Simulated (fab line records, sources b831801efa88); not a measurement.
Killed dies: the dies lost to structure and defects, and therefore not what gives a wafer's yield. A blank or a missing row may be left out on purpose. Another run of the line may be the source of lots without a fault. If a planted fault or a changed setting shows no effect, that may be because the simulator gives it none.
One fault through the eyes of 2 desks :: flow gf180mcu :: each desk holds nothing but its own numbers, with what lay behind them at the end

## AT THE METROLOGY DESK
Means of the sampled wafers that have a number, per lot and without regard to the tool the lot ran on: this is what the gauges read. If a lot's mean is further than 4 standard deviations from the usual mean, the lot is out of limits and carries the mark OUT (the distance appears in the brackets).
Columns: A = V3_BOW at GF_V3_BOW_MEAS_05, usual 117 um; B = V3_OVL at GF_V3_OVL_MEAS_15, usual -3 nm
lot: L337
first seen here: day 21 16:21
A: 119
B: -11

lot: L339
first seen here: day 22 14:35
A: 122
B: 1

lot: L340
first seen here: day 22 18:18
A: 112
B: -4

lot: L341
first seen here: day 23 02:02
A: 125
B: -4

lot: L342
first seen here: day 23 03:45
A: 114
B: -3

lot: L344
first seen here: day 24 09:10
A: 120
B: -4

lot: L345
first seen here: day 24 10:41
A: 103
B: -5

lot: L346
first seen here: day 24 13:11
A: 113
B: -5

lot: L347
first seen here: day 24 23:47
A: 129
B: 1

lot: L349
first seen here: day 25 19:01
A: 110
B: -1

lot: L352
first seen here: day 26 14:10
A: 121
B: 1

lot: L353
first seen here: day 26 18:01
A: 114
B: -12

lot: L357
first seen here: day 27 22:58
A: 106
B: -5

lot: L358
first seen here: day 28 09:48
A: 114
B: -10
This desk found nothing out of limits on any of the 14 lots.

## TOOL OWNER'S DESK, wet-bench-03
The tool's own readings at GF_M3_STRIP_18 (strips in post etch residue remover, time 1200 s): means of the sampled wafers that have a number, for each lot that ran on this tool. If a lot's mean is further than 4 standard deviations from the usual mean, the lot is out of limits and carries the mark OUT (the distance appears in the brackets).
Columns: A = bath-guard-temp-C at GF_M3_STRIP_18, usual 72.5 C; B = run-length-s at GF_M3_STRIP_18, usual 1227 s
lot: L337
first seen here: day 21 14:59
A: 73.4
B: 1233

lot: L339
first seen here: day 22 13:35
A: 72.5
B: 1224

lot: L344
first seen here: day 24 08:08
A: 72.3
B: 1232

lot: L346
first seen here: day 24 12:11
A: 72.7
B: 1226

lot: L349
first seen here: day 25 17:57
A: 72.7
B: 967 (-84) OUT

lot: L353
first seen here: day 26 16:59
A: 73.3
B: 960 (-86) OUT
Finding of this desk: L349, L353 out of limits; the first was L349 at day 25 17:57, on run-length-s at GF_M3_STRIP_18. In limits: L337, L339, L344, L346.

## ALL TOGETHER
The tool owner's desk could have raised an alarm at day 25 17:57, on L349, L353.
The metrology desk saw nothing out of limits.
The metrology desk has L349, L353 on record, within its limits.
On wet-bench-03, each named lot ran GF_M3_STRIP_18.

## WHAT THE SIMULATOR HAD INSERTED
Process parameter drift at GF_M3_STRIP_18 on wet-bench-03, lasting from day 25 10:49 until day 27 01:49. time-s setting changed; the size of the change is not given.
Shown lots that were struck: L349, L353.
Hours from the fault's start to each desk's first reading out of limits: the tool owner's desk, 7.
